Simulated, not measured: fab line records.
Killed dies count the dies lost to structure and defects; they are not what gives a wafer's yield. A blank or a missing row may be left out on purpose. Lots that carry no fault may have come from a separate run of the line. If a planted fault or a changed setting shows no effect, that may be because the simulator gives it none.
Matching of chambers -- flow sfq_line -- cmp-02 running SFQ_TRILAYER_I1_CMP_CMP_046: 4 sister chambers
The step polishes SiO2. 16 wafers are shown with their chamber, then 8 later ones without.

== EACH WAFER AND ITS CHAMBER ==
wafer,chamber,motor_current_A (A),time_to_endpoint_s (s),head_pressure_psi (psi)
L154.1,3,10.7,211,2.997
L154.2,0,8.4,201,2.993
L154.6,1,10.5,208,2.996
L167.2,1,10.7,209,3.008
L167.1,0,8.6,208,2.999
L167.3,3,10.7,209,3.012
L168.2,3,10.2,210,3.000
L168.3,2,11.2,216,2.990
L168.6,3,10.4,224,2.997
L169.3,3,10.6,216,3.010
L169.1,1,10.1,214,2.996
L169.6,2,11.8,215,3.001
L170.4,2,11.5,212,3.005
L170.1,0,8.7,204,3.002
L170.5,3,10.6,208,2.999
L171.3,0,8.5,215,3.006

SIGNATURES, as means of the wafers listed above
reading,chamber 0,chamber 1,chamber 2,chamber 3,scatter within a chamber
motor_current_A,8.550,10.433,11.500,10.533,0.225
time_to_endpoint_s,207.00,210.33,214.33,213.00,5.19
head_pressure_psi,3.00000,3.00000,2.99867,3.00250,0.00666
Rule: distance of a wafer from a chamber = root of the sum over the readings of ((wafer's reading minus chamber's mean) / reading's scatter) squared. If the next closest chamber is less than 2 further off than the closest, the wafer can't be placed; otherwise it belongs to the closest. The scatter is the square root of a quotient: the sum, over the shown wafers, of each reading's squared deviation from its chamber's mean, divided by wafers minus chambers.

== WAFERS WHOSE CHAMBER IS MISSING ==
wafer,motor_current_A (A),time_to_endpoint_s (s),head_pressure_psi (psi)
L171.4,11.0,221,2.987
L171.6,12.2,218,2.997
L172.4,11.8,210,3.003
L172.1,10.2,210,3.003
L172.5,10.7,212,2.997
L173.2,11.3,216,2.988
L173.3,10.8,213,3.011
L173.5,9.1,221,3.005

== THE CHAMBER EACH PASSED THROUGH ==
wafer,from the rows above,in truth
L171.4,can't be placed: 2 or 3 or 1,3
L171.6,2,2
L172.4,2,2
L172.1,can't be placed: 1 or 3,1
L172.5,can't be placed: 3 or 1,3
L173.2,2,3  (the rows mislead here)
L173.3,can't be placed: 3 or 1 or 2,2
L173.5,0,0
Placed correctly: 3 of 8. Unplaceable from these rows: 4, with the true chamber sitting among the candidates in 4. Placed wrongly: 1.
